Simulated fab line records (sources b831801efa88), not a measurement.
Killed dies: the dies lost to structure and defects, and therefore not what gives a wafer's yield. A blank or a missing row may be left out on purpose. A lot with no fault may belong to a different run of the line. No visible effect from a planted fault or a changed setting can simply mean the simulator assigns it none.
8D (eight disciplines) problem report, filled in by code -- flow sky130 -- the parts of the form that need people (team, actions taken, sign-off) are left out

== 1. WHAT IS WRONG ==
developerTempC at SKY_GATE_OXIDE_DEVELOP_09 reads a mean of 22.06 C on 6 wafers of 2 lots; wafers without a fault read 23.05 C with a standard deviation of 0.097. That puts it -10 standard deviations away from the usual mean.
The step: develop time 60 s.
First seen on wafer L272.1, day 19 01:38, on lithoTrack-04. The record holds 39 wafers of 13 lots with a number at this step. Rule for "out" (also "out of limits"): further than 4 standard deviations from the usual mean. The other wafers with a number count as sound.

== 2. WHAT IT IS AND WHAT IT IS NOT ==
question,is,is not
which readings at this step,developerTempC,-
which lots,"L272, L273","L257, L258, L259, L260, L262, L265, L266, L267, L268, L277, L280"
which wafers of those lots,all that have a number,-
read on which tools,lithoTrack-04,"lithoTrack-01, lithoTrack-03"
when,from day 19 01:38,"up to then (27 sound wafers); but 6 sound wafers of L277, L280 came after"

== 3. SUSPECTS, AND WHAT RULES EACH OUT ==
Counting: a tool at any process step up to the reading remains a suspect when it ran all the lots that are out and ran no sound lot after the first of those.
- lithoTrack-04 at SKY_GATE_OXIDE_DEVELOP_09 (develop time 60 s): ruled out as a lasting fault. Sound lots L280 ran on it after its first lot that is out, L272 (day 19 01:38).
Left after counting: nothing in the record.

== 4. THE CAUSE (what the simulator had put in) ==
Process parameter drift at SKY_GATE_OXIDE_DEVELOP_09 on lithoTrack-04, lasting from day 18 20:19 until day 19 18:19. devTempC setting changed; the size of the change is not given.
Counting ruled it out, wrongly.

== 5. THE CHAIN OF EFFECTS, in route order ==
One row per reading whose mean, taken over the struck wafers that have a number, lies over 3 standard deviations from the usual. Readings are gone through only where the record gives a usual standard deviation; hours: the median, over the lots, of the time from a lot's start at the first step in this table giving one to that lot's start at this step; sigmas: the change measured in usual standard deviations.
hours,step,reading,usual,on struck wafers,change,sigmas
0,SKY_GATE_OXIDE_DEVELOP_09,developerTempC,23.05 C,22.06,-0.99,-10
The process steps in it:
- SKY_GATE_OXIDE_DEVELOP_09: develop time 60 s.
Later steps that measure or inspect, where all struck wafers having a row at the step show a number for every such reading and not one has moved that far: SKY_VIA1_THK_MEAS_01.

== 6. WHAT WOULD HAVE CAUGHT IT SOONER ==
In this record no reading fell out of limits until day 19 01:38, 5 hours after the fault had begun at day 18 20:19.
